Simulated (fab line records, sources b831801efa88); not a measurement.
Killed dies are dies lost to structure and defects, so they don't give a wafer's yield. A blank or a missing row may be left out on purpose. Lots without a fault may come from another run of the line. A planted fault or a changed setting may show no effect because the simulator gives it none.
fab line records | flow sky130
record lots=12 wafers=36 last_day=50
route steps=708 shown VIA2@523 METAL3@569 VIA3@575 PAD_OPEN@708
lots that met no fault: from a run of the same line without faults
start_h: hours from the record's first day to the start of the lot's first wafer shown | wait_h: hours since the lot's step before | " the same as in the row above | L1.1+2: a row that stands for several wafers | - no value, or no start given | * or withheld: withheld | < > ~ a bound
route shown NAME@n: a module of which the file shows steps, and the number in the route of the first | usual: mean/standard deviation of fault-free wafers | same: alike in all rows | chamber/n: place in a boat | sites: the reading at each site | _std_site: their standard deviation | _edge_site: outer sites' mean less inner sites' | radius_mm: how far each site lies from the wafer's centre | mask NAME#n: copy n | behind: the tool/chamber that last shaped the wafer | hold: why the lot was held/for how many hours/how that ended | device: the transistor (n, p or np) that didn't switch | end of line: the same wafers' tests at the end of the route | a step without rows: its recipe alone | killed: dies lost to structure and defects at the first sort, not the wafer's yield | map: a wafer's dies, x killed, . not, _ none there
set.NAME: the setting as run; set.NAME@STEP: as run at that earlier step | model.NAME: the simulator's own value behind a step, which no gauge read
steps of the route over a sample of lots; a table a step, a row a wafer
services: from which hour (start_h, from the record's first day; less than 0 if before it) a tool's chamber was out of use, for how many hours, and why
## steps
# step SKY_VIA2_STRIP_16
# recipe chemistry=O2/N2 power_w=1400 pressure_mtorr=1500 platen_temp_c=withheld o2_flow_sccm=3000 n2_flow_sccm=300 overash_fraction=0.5
# usual chamber_pressure_mTorr=1500.0/1.3 drypump_motor_current_A=5.5/0.6 oes_product_au=0.398/0.0041 strip_time_to_endpoint_s=4.045/0.027
# columns lot.wafer tool chamber start_h wait_h chamber_pressure_mTorr drypump_motor_current_A oes_product_au rf_hours_counter_h strip_time_to_endpoint_s
L539.1 plasma_asher-02 0 839.72 0.0 1499.2 5.8 0.409 101 4.021
L539.2 " 1 " " 1501.1 6.4 0.402 101 4.055
L539.3 " 0 " " 1499.0 5.9 0.393 - 4.014
L541.2 plasma_asher-03 0 856.31 0.0 1499.6 4.9 0.401 71 4.037
L541.3 " 1 " " 1499.7 4.9 0.403 - 4.063
L541.6 " 1 " " 1500.1 4.9 0.396 - 4.062
L542.3 plasma_asher-02 0 896.51 0.1 1498.0 5.9 0.399 - 4.106
L542.4 " 1 " " 1501.1 6.4 0.397 - 4.055
L542.5 " 1 " " 1499.5 6.4 0.395 - 4.088
L545.1 plasma_asher-03 1 912.11 0.0 1500.6 4.9 0.398 78 4.024
L545.3 " 1 " " 1500.5 4.9 0.396 - 4.050
L545.6 " 1 " " 1498.0 4.9 0.401 - 4.044
L548.3 plasma_asher-03 0 928.16 0.1 1501.9 4.9 0.401 - 3.994
L548.4 " 1 " " 1500.5 4.9 0.399 - 4.000
L548.5 " 0 " " 1500.8 4.9 0.393 - 4.005
L551.1 plasma_asher-03 1 940.83 0.0 1498.9 4.9 0.396 80 4.061
L551.2 " 0 " " 1498.6 4.9 0.401 80 4.029
L551.6 " 1 " " 1499.5 4.9 0.399 - 4.034
L550.1 plasma_asher-03 0 942.22 0.0 1500.7 4.9 0.394 80 3.997
L550.5 " 1 " " 1500.8 4.9 0.392 - 4.032
L550.6 " 0 " " 1502.1 4.9 0.395 - 4.033
L558.1 plasma_asher-03 0 981.53 0.0 1498.4 4.9 0.393 84 4.037
L558.3 " 1 " " 1499.5 4.9 0.400 - 4.075
L558.4 " 0 " " 1500.8 4.9 0.392 - 4.044
L559.1 plasma_asher-02 0 994.28 0.0 1498.5 5.8 0.406 118 4.104
L559.2 " 1 " " 1500.5 6.4 0.398 118 4.070
L559.6 " 0 " " 1500.2 5.8 0.404 - 4.094
L560.1 plasma_asher-01 0 999.53 0.0 1498.1 6.0 0.398 23 4.038
L560.3 " 1 " " 1501.3 4.9 0.402 - 4.048
L560.6 " 1 " " 1502.8 4.9 0.400 - 4.038
L561.1 plasma_asher-01 0 1002.16 0.0 1498.8 6.1 0.398 23 4.059
L561.4 " 0 " " 1497.7 6.1 0.397 - 4.061
L561.6 " 1 " " 1500.5 4.9 0.399 - 4.065
L562.1 plasma_asher-01 0 1009.28 0.0 1501.1 6.0 0.405 24 4.100
L562.2 " 1 " " 1498.5 4.9 0.400 24 4.045
L562.3 " 0 " " 1502.1 6.0 0.394 - 4.041
# step SKY_METAL3_STRIP_19
# recipe chemistry=O2/N2 power_w=1400 pressure_mtorr=1500 platen_temp_c=withheld o2_flow_sccm=3000 n2_flow_sccm=300 overash_fraction=0.5
# usual chamber_pressure_mTorr=1499.8/1.2 drypump_motor_current_A=5.3/0.45 oes_product_au=0.503/0.005 strip_time_to_endpoint_s=6.55/0.081
# columns lot.wafer tool chamber start_h wait_h chamber_pressure_mTorr drypump_motor_current_A oes_product_au rf_hours_counter_h strip_time_to_endpoint_s
L539.1 plasma_asher-04 0 894.25 0.1 1498.7 5.7 0.508 47 6.53
L539.2 " 1 " " 1500.5 5.2 0.503 47 6.54
L539.3 " 0 " " 1498.2 5.7 0.498 - 6.57
L541.2 plasma_asher-04 0 909.95 0.1 1498.5 5.7 0.502 48 6.48
L541.3 " 1 " " 1499.4 5.2 0.504 - 6.51
L541.6 " 1 " " 1499.3 5.2 0.493 - 6.56
L542.3 plasma_asher-03 1 948.62 0.1 1498.5 4.9 0.501 - 6.48
L542.4 " 0 " " 1499.9 4.9 0.500 - 6.51
L542.5 " 1 " " 1498.4 4.9 0.496 - 6.51
L545.1 plasma_asher-04 1 964.09 0.1 1500.6 5.2 0.499 54 6.55
L545.3 " 0 " " 1502.8 5.7 0.513 - 6.66
L545.6 " 0 " " 1498.8 5.7 0.508 - 6.59
L548.3 plasma_asher-03 0 979.45 0.1 1499.8 4.9 0.501 - 6.50
L548.4 " 1 " " 1500.3 4.9 0.506 - 6.45
L548.5 " 1 " " 1498.6 4.9 0.502 - 6.45
L551.1 plasma_asher-03 0 991.00 0.1 1497.7 4.9 0.500 85 6.44
L551.2 " 1 " " 1501.2 4.9 0.504 85 6.48
L551.6 " 0 " " 1500.7 4.9 0.506 - 6.43
L550.1 plasma_asher-01 0 993.85 0.1 1499.8 6.0 0.507 23 6.47
L550.5 " 1 " " 1500.4 4.9 0.495 - 6.46
L550.6 " 0 " " 1499.8 6.0 0.496 - 6.42
L558.1 plasma_asher-03 1 1029.65 0.1 - - - - -
L558.3 " 0 " " - - - - -
L558.4 " 1 " " - - - - -
L559.1 plasma_asher-03 0 1042.11 0.1 - - - - -
L559.2 " 1 " " - - - - -
L559.6 " 1 " " - - - - -
L560.1 plasma_asher-03 0 1047.71 0.1 1497.6 4.9 0.505 91 6.62
L560.3 " 0 " " 1498.4 4.9 0.504 - 6.64
L560.6 " 1 " " 1498.1 4.9 0.501 - 6.62
L561.1 plasma_asher-01 1 1049.50 0.1 1501.0 4.9 0.494 28 6.61
L561.4 " 0 " " 1499.9 6.0 0.519 - 6.69
L561.6 " 1 " " 1499.0 5.0 0.502 - 6.60
L562.1 plasma_asher-01 0 1055.55 0.1 1499.9 6.0 0.510 28 6.66
L562.2 " 1 " " 1499.8 5.0 0.498 28 6.62
L562.3 " 1 " " 1498.6 5.0 0.507 - 6.62
# step SKY_VIA3_CMP_02
# recipe material=SiO2 down_force_psi=4 platen_rpm=60 pad_velocity_m_s=0.94248
# usual motor_current_A=11.2/1.1
# columns lot.wafer tool chamber start_h wait_h motor_current_A
L539.3 cmp-02 2 895.11 0.0 11.5
L539.2 " 3 " " 11.4
L539.1 " 0 " " 10.9
L541.3 cmp-01 3 910.95 0.1 11.0
L541.2 " 1 " " 10.3
L541.6 " 2 " " 9.5
L542.4 cmp-01 2 949.40 0.0 9.3
L542.3 " 1 " " 11.8
L542.5 " 2 " " 9.7
L545.3 cmp-01 2 965.01 0.1 9.4
L545.1 " 3 " " 11.4
L545.6 " 0 " " 12.4
L548.4 cmp-02 3 980.34 0.1 11.6
L548.3 " 0 " " 10.7
L548.5 " 1 " " 11.3
L551.1 cmp-01 3 991.83 0.1 11.6
L551.2 " 2 " " 8.9
L551.6 " 0 " " 13.6
L550.1 cmp-01 1 994.90 0.2 11.2
L550.5 " 2 " " 9.6
L550.6 " 3 " " 11.4
L560.1 cmp-02 0 1048.58 0.1 10.8
L560.3 " 2 " " 11.8
L560.6 " 0 " " 10.7
L561.1 cmp-02 2 1050.40 0.1 11.7
L561.4 " 3 " " 11.5
L561.6 " 2 " " 11.7
L562.1 cmp-01 1 1056.37 0.1 10.5
L562.2 " 3 " " 11.0
L562.3 " 0 " " 12.8
# step SKY_VIA3_BOW_MEAS_03
# recipe mode=bow
# usual VIA3_BOW=79/7.5
# columns lot.wafer tool chamber start_h wait_h VIA3_BOW[um]
L539.1 film_metro-02 - 895.41 0.1 82
L539.2 " - " " 78
L539.3 " - " " 69
L541.2 film_metro-02 - 911.22 0.1 91
L541.3 " - " " 96
L541.6 " - " " 84
L542.3 film_metro-04 - 949.74 0.1 77
L542.4 " - " " 75
L542.5 " - " " 84
L545.1 film_metro-01 - 965.21 0.1 81
L545.3 " - " " 86
L545.6 " - " " 78
L548.3 film_metro-01 - 980.58 0.1 71
L548.4 " - " " 74
L548.5 " - " " 74
L551.1 film_metro-01 - 992.13 0.2 74
L551.2 " - " " 54
L551.6 " - " " 70
L550.1 film_metro-02 - 995.05 0.1 77
L550.5 " - " " 84
L550.6 " - " " 76
L560.1 film_metro-02 - 1048.83 0.2 79
L560.3 " - " " 75
L560.6 " - " " 81
L561.1 film_metro-04 - 1050.65 0.2 81
L561.4 " - " " 77
L561.6 " - " " 92
L562.1 film_metro-01 - 1056.67 0.2 90
L562.2 " - " " 82
L562.3 " - " " 77
# step SKY_PAD_OPEN_PROBE_99
# usual defect_limited_yield=82.4/1.9 killed_at_M0_to_M3=44/7.2 killed_at_M4_up=3.2/1.8 killed_at_contacts=24/5.4 killed_at_front_end=15/4 killed_at_other=0.3/0.56 killed_dies=87/9.2 killed_on_rim=17/4 killed_open=47/7.3 killed_short=39/5.7 sort_bin_3_pad_short=0.9/0.45 sort_bin_5_function=10.6/1.5 sort_bin_6_memory=6.2/1.1 sort_n_pass=405/9.2 sort_yield_pct=82.4/1.9
# same gross_dies=492 killed_at_back_side=0 sort_bin_4_leakage[%]=0 sort_bin_8_speed[%]=0
# columns lot.wafer tool chamber start_h wait_h defect_limited_yield[%] killed_at_M0_to_M3 killed_at_M4_up killed_at_contacts killed_at_front_end killed_at_other killed_dies killed_on_rim killed_open killed_short sort_bin_3_pad_short[%] sort_bin_5_function[%] sort_bin_6_memory[%] sort_n_pass sort_yield_pct[%]
L542.3 prober-01 - 1113.19 0.2 83.7 38 4 30 8 0 80 12 46 34 0.8 10.4 5.1 412 83.7
L542.4 prober-01 - 1113.24 0.2 82.9 43 2 22 17 0 84 20 48 35 0.2 10.8 6.1 408 82.9
L542.5 prober-01 - 1113.29 0.2 82.7 40 5 23 17 0 85 21 40 45 0.2 8.7 8.3 407 82.7
L545.1 prober-02 - 1125.88 0.1 82.7 33 5 25 21 1 85 17 45 40 1.2 11.4 4.7 407 82.7
L545.3 prober-02 - 1125.98 0.2 84.1 32 4 24 18 0 78 14 38 40 0.8 8.3 6.7 414 84.1
L545.6 prober-02 - 1126.13 0.2 84.1 39 2 26 9 2 78 16 43 35 0.6 9.3 5.9 414 84.1
L551.1 prober-01 - 1147.57 0.1 83.1 37 5 26 15 0 83 17 48 34 0.6 11.4 4.9 409 83.1
L551.2 prober-01 - 1147.62 0.1 78.3 53 3 34 17 0 107 17 63 41 0.8 12.0 8.9 385 78.3
L551.6 prober-01 - 1147.82 0.2 85.2 36 3 17 17 0 73 17 33 40 1.2 9.6 4.1 419 85.2
L558.1 prober-01 - 1178.51 0.1 0 453 3 21 14 1 492 96 43 36 0.2 95.7 4.1 0 0
L558.3 prober-01 - 1178.61 0.2 0 450 4 27 11 0 492 96 53 31 0.6 93.5 5.9 0 0
L558.4 prober-01 - 1178.66 0.2 0 443 4 35 9 1 492 96 45 51 1.2 91.5 7.3 0 0
L559.1 prober-02 - 1187.38 0.1 0 442 2 24 24 0 492 96 40 46 0.2 93.5 6.3 0 0
L559.2 prober-02 - 1187.43 0.1 0 451 5 15 21 0 492 96 42 34 0 94.1 5.9 0 0
L559.6 prober-02 - 1187.63 0.2 0 450 3 22 17 0 492 96 40 34 0.4 94.7 4.9 0 0
# killed by level:class
L542.3 CONTACT:geometric_particle:open=13 VIA2:geometric_particle:open=11 LI_CONTACT:geometric_particle:short=6 LI_CONTACT:geometric_particle:open=6 VIA1:geometric_particle:open=6 VIA1:geometric_particle:short=5 METAL1:geometric_particle:short=5 VIA3:geometric_particle:open=4
L542.4 CONTACT:geometric_particle:open=13 VIA1:geometric_particle:open=12 VIA1:geometric_particle:short=7 FIELD_ISO:geometric_particle:open=6 VIA3:geometric_particle:open=6 METAL2:geometric_particle:short=5 FIELD_ISO:geometric_particle:short=4 VIA2:geometric_particle:short=4
L542.5 CONTACT:geometric_particle:open=10 VIA3:geometric_particle:open=10 VIA1:geometric_particle:open=7 POLY_GATE:geometric_particle:short=6 CONTACT:geometric_particle:short=5 METAL4:geometric_particle:short=5 FIELD_ISO:geometric_particle:short=4 VIA3:geometric_particle:short=4
L545.1 CONTACT:geometric_particle:open=11 POLY_GATE:geometric_particle:short=7 VIA1:geometric_particle:short=6 FIELD_ISO:geometric_particle:open=5 LI_CONTACT:geometric_particle:open=5 CONTACT:geometric_particle:short=5 VIA2:geometric_particle:open=5 VIA1:geometric_particle:open=5
L545.3 VIA1:geometric_particle:open=9 CONTACT:geometric_particle:short=7 CONTACT:geometric_particle:open=6 METAL1:geometric_particle:short=6 POLY_GATE:geometric_particle:open=5 LI_CONTACT:geometric_particle:open=5 LOCAL_INTERCONNECT:geometric_particle:short=5 POLY_GATE:geometric_particle:short=4
L545.6 LI_CONTACT:geometric_particle:open=11 VIA1:geometric_particle:open=8 CONTACT:geometric_particle:short=7 METAL1:geometric_particle:short=6 VIA2:geometric_particle:open=6 VIA3:geometric_particle:open=5 VIA1:geometric_particle:short=4 CONTACT:geometric_particle:open=4
L551.1 VIA3:geometric_particle:open=10 CONTACT:geometric_particle:open=8 VIA2:geometric_particle:open=8 LI_CONTACT:geometric_particle:short=6 LI_CONTACT:geometric_particle:open=4 CONTACT:geometric_particle:short=4 METAL1:geometric_particle:short=4 VIA1:geometric_particle:open=4
L551.2 VIA1:geometric_particle:open=18 LI_CONTACT:geometric_particle:open=9 CONTACT:geometric_particle:open=9 FIELD_ISO:geometric_particle:short=7 VIA3:geometric_particle:open=7 LOCAL_INTERCONNECT:geometric_particle:short=6 POLY_GATE:geometric_particle:open=5 VIA1:geometric_particle:short=5
L551.6 VIA1:geometric_particle:open=10 VIA1:geometric_particle:short=7 CONTACT:geometric_particle:open=6 FIELD_ISO:geometric_particle:open=5 FIELD_ISO:geometric_particle:short=4 CONTACT:geometric_particle:short=4 METAL3:geometric_particle:short=4 VIA3:geometric_particle:open=4
L558.1 VIA3:area_hdpcvd=413 CONTACT:geometric_particle:open=11 VIA2:geometric_particle:open=7 VIA3:geometric_particle:open=6 LI_CONTACT:geometric_particle:open=5 METAL1:geometric_particle:short=5 VIA1:geometric_particle:open=5 METAL2:geometric_particle:short=5
L558.3 VIA3:area_hdpcvd=408 LI_CONTACT:geometric_particle:open=10 VIA1:geometric_particle:open=10 CONTACT:geometric_particle:open=9 VIA2:geometric_particle:open=7 FIELD_ISO:geometric_particle:open=6 LI_CONTACT:geometric_particle:short=5 METAL2:geometric_particle:short=5
L558.4 VIA3:area_hdpcvd=396 CONTACT:geometric_particle:open=12 VIA1:geometric_particle:short=11 VIA2:geometric_particle:open=8 LI_CONTACT:geometric_particle:short=7 LI_CONTACT:geometric_particle:open=7 VIA1:geometric_particle:open=7 CONTACT:geometric_particle:short=6
L559.1 VIA3:area_hdpcvd=404 VIA1:geometric_particle:open=10 VIA2:geometric_particle:open=7 FIELD_ISO:geometric_particle:short=6 POLY_GATE:geometric_particle:short=6 FIELD_ISO:geometric_particle:open=5 LI_CONTACT:geometric_particle:short=5 LI_CONTACT:geometric_particle:open=5
L559.2 VIA3:area_hdpcvd=416 CONTACT:geometric_particle:open=7 FIELD_ISO:geometric_particle:short=5 METAL1:geometric_particle:short=5 VIA1:geometric_particle:open=5 VIA3:geometric_particle:open=5 VIA2:geometric_particle:open=5 METAL4:geometric_particle:short=5
L559.6 VIA3:area_hdpcvd=417 VIA1:geometric_particle:open=9 LI_CONTACT:geometric_particle:open=8 CONTACT:geometric_particle:open=6 VIA2:geometric_particle:open=6 FIELD_ISO:geometric_particle:short=5 FIELD_ISO:geometric_particle:open=5 POLY_GATE:geometric_particle:short=5
## services
# columns tool chamber start_h hours kind
plasma_asher-02 - 817.97 0.9 repair
plasma_asher-01 - 849.03 28.1 pm
cmp-01 - 894.05 0.2 repair
cmp-01 - 912.13 4.0 pm
cmp-01 - 916.13 - consumable_replace:conditioner
cmp-01 - 916.13 - consumable_replace:pad
plasma_asher-03 - 921.55 3.3 repair
plasma_asher-03 - 926.39 0.4 repair
cmp-01 - 928.51 1.8 repair
cmp-02 - 944.85 2.2 repair
cmp-01 - 956.91 4.2 pm
cmp-01 - 965.56 3.6 repair
plasma_asher-01 - 986.18 2.8 pm
plasma_asher-02 - 992.32 0.6 repair
plasma_asher-03 - 993.52 1.0 repair
cmp-02 - 1019.46 16.0 pm
cmp-02 - 1035.44 6.1 pm
plasma_asher-02 - 1055.25 9.0 pm
plasma_asher-02 0 1055.25 9.0 vent_cycle
plasma_asher-02 1 1055.25 9.0 vent_cycle
## key
first_sign step=SKY_METAL3_STRIP_19 reading=tool_record direction=missing
effect step=SKY_PAD_OPEN_PROBE_99 reading=sort_bin_5_function direction=up sigmas=57 usual=10.6 struck=93.8
more_kills_born_at SKY_VIA3_HDPCVD_00@hdpcvd-02=1237 SKY_VIA3_HDPCVD_00@hdpcvd-01=1217
met_at SKY_METAL3_STRIP_19
struck_lots L558,L559
later_rows_left_out L558.1,L558.3,L558.4,L559.1,L559.2,L559.6
not_acting_at SKY_VIA2_STRIP_16,SKY_VIA3_CMP_02,SKY_VIA3_BOW_MEAS_03
onset_between 991.00 1029.65
fault kind=skipped_step_whole tool=plasma_asher-03 chamber=- onset_h=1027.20 steps=SKY_METAL3_STRIP_19 scope=struck_lots_only
# later_rows_left_out: the simulator's readings of these wafers behind a module that went badly wrong aren't trusted and aren't shown, but for the sort
